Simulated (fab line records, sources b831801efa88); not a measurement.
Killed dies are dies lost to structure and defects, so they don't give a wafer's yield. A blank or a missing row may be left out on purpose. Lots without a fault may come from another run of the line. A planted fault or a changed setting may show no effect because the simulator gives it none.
Chamber matching | flow sky130 | SKY_VIA3_CMP_02 on cmp-01: 4 sister chambers
The step polishes SiO2. 4 wafers are shown with their chamber, then 9 later ones without.

WAFERS WITH THEIR CHAMBER
wafer  | chamber | motor_current_A (A)
L617.6 | 2       | 13.5
L619.1 | 0       | 10.6
L619.2 | 1       | 13.4
L619.6 | 3       | 10.4

WAFERS WITHOUT THEIR CHAMBER
wafer  | motor_current_A (A)
L620.1 | 13.9
L620.5 | 10.3
L620.6 | 10.7
L621.4 | 9.8
L621.5 | 10.0
L621.6 | 14.0
L623.4 | 13.4
L623.5 | 10.2
L623.6 | 14.3

WHICH CHAMBER EACH WENT THROUGH
wafer  | from the rows above     | in truth
L620.1 | can't be placed: 2 or 1 | 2
L620.5 | can't be placed: 3 or 0 | 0
L620.6 | can't be placed: 0 or 3 | 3
L621.4 | can't be placed: 3 or 0 | 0
L621.5 | can't be placed: 3 or 0 | 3
L621.6 | can't be placed: 2 or 1 | 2
L623.4 | can't be placed: 1 or 2 | 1
L623.5 | can't be placed: 3 or 0 | 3
L623.6 | can't be placed: 2 or 1 | 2
Placed correctly: 0 of 9. Can't be placed from these rows: 9 (the true chamber is among the candidates in 9). Placed wrongly: 0.
How it was worked out, from the rows above alone: a wafer's distance from a chamber is the root of the sum, over the readings, of the square of ((its reading less the chamber's mean) divided by the reading's scatter). The wafer belongs to the nearest chamber; if the next one is less than 2 further off, it can't be placed. A chamber's mean is the mean of its shown wafers. The scatter: with one shown wafer a chamber, the root of the mean of the squares of how far each hidden wafer lies from its nearest shown one.
